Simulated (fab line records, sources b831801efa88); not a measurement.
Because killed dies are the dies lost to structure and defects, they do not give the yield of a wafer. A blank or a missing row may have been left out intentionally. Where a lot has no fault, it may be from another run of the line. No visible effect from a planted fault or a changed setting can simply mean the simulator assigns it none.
A struck lot beside a sound one    flow sky130    18 out of 708 route steps
Sound: these wafers, L484.1, L484.2, L484.4. Struck: wafer L494.3 (L494.2, L494.6, from the same lot, were not struck and are left out); the cause is given at the end.
For every step that has rows: the tool of each side, followed by ch and its chambers, followed by its first start. Under that, the readings that differ: sound wafers    struck wafers    difference of the means    sigmas: that difference in standard deviations of wafers without a fault.
alike: same words and numbers on both sides, and readings whose means sit less than 2 such deviations apart. not compared: any withheld reading, any reading some wafer has no value for, any bound like >300 that may hide the same value, and any number with overlapping values for which the record gives no deviation.
The two part at a step that has a row with sigmas, a row that says differs or no value, or rows on one side only. Numbers that have no deviation but don't overlap get no sigmas and don't part them. Lack of a reading on every wafer of one side parts them only where that side has two or more wafers.

first, 5 steps without rows for these wafers: SKY_VIA4_COAT_06 (resist thk 1140 nm); SKY_VIA4_SOFTBAKE_07 (time 60 s); SKY_VIA4_EXPOSE_08 (exposes mask VIM4, target cd 800 nm); SKY_VIA4_PEB_09; SKY_VIA4_DEVELOP_10 (develop time 60 s).
SKY_VIA4_OVL_MEAS_11:
  sound: overlay-02 at day 43 07:17; struck: overlay-02 at day 46 04:29
  alike: VIA4_OVL
SKY_VIA4_ETCH_12: etches SiO2 in C4F8/O2/Ar, stops on TiN, target depth 580 nm.
  sound on rie-diel-02 ch 1,2,3, day 43 07:19; struck on rie-diel-04 ch 3, day 46 04:31
reading                sound              struck  difference  sigmas
oes-product-au (a.u.)  0.914 0.918 0.918  0.930   +0.013      +3
  alike: chamber-pressure-mTorr
SKY_VIA4_STRIP_13: strips in O2/N2.
  sound on plasma-asher-03 ch 0,1, day 43 07:23; struck on plasma-asher-03 ch 1, day 46 04:35
  alike: chamber-pressure-mTorr, drypump-motor-current-A, o2-flow-sccm, oes-product-au, strip-time-to-endpoint-s
  not compared: rf-hours-counter-h
then, 3 steps without rows for these wafers: SKY_VIA4_STRIP_14 (strips in post etch residue remover, time 1200 s); SKY_VIA4_CLEAN_15 (cleans in IPA, time 180 s); SKY_VIA4_CLEAN_16 (cleans in O3/DIW).
SKY_VIA4_SPUTTER_17: material TiN, target thk 20 nm, time 80 s.
  sound: pvd-sputter-03 at day 43 08:01; struck: pvd-sputter-03 at day 46 05:14
  alike: throttle-valve-pct
SKY_VIA4_CVD_18: deposits W, target thk 505 nm, time 152.14 s.
  sound on cvd-w-01 ch 0,1, day 43 08:04; struck on cvd-w-01 ch 0, day 46 05:17
reading                             sound              struck  difference  sigmas
model.W_of_VIA4_CVD_18.thk-nm (nm)  501.3 496.2 499.5  263.2   -235.8      
  alike: chamber-pressure-Torr, heater-power-w
SKY_VIA4_RS_MEAS_19: uses a four-point probe to measure.
  sound: film-metro-02 at day 43 08:14; struck: film-metro-03 at day 46 05:28
reading             sound                 struck  difference  sigmas
VIA4_W_RS (ohm/sq)  0.2277 0.2302 0.2285  0.4372  +0.2084     +83
SKY_VIA4_THK_MEAS_20: measures by xrf.
  sound: film-metro-02 at day 43 08:21; struck: film-metro-03 at day 46 05:35
reading          sound        struck  difference  sigmas
VIA4_W_THK (nm)  499 488 494  259     -235        -41
SKY_VIA4_CMP_21: polishes, stops on SiO2, t overpolish 25 s, target thk 0 nm.
  sound on cmp-02 ch 1,2,3, day 43 08:25; struck on cmp-02 ch 3, day 46 05:38
reading                 sound        struck  difference  sigmas
time-to-endpoint-s (s)  123 125 120  60      -63         -14
  alike: motor-current-A
SKY_METAL5_SPUTTER_00: material Ti, target thk 15 nm, time 10 s.
  sound: pvd-sputter-04 at day 43 08:43; struck: pvd-sputter-04 at day 46 05:56
  alike: throttle-valve-pct
-- the record jumps here: 3 days lie between the struck wafers' starts before and after (it left off in module METAL5 and takes up again in module PAD_OPEN, whose first step shown is number 708 of the route) --
SKY_PAD_OPEN_PROBE_99:
  sound: prober-02 at day 46 05:43; struck: prober-02 at day 48 20:55
  alike: defect-limited-yield, killed_at_M0_to_M3, killed_at_M4_up, killed-at-contacts, killed-at-front-end, killed-at-other, killed-dies, killed-open, killed-short, sort_bin_3_pad_short, sort_bin_5_function, sort_bin_6_memory, sort-n-pass, sort-yield-pct

## WHERE THEY PART
Last at SKY_VIA4_CMP_21 as far as this record goes, first at SKY_VIA4_ETCH_12. Later steps at which nothing parts them and some readings are alike: SKY_METAL5_SPUTTER_00, SKY_PAD_OPEN_PROBE_99.

WHY: the cause the simulator had injected
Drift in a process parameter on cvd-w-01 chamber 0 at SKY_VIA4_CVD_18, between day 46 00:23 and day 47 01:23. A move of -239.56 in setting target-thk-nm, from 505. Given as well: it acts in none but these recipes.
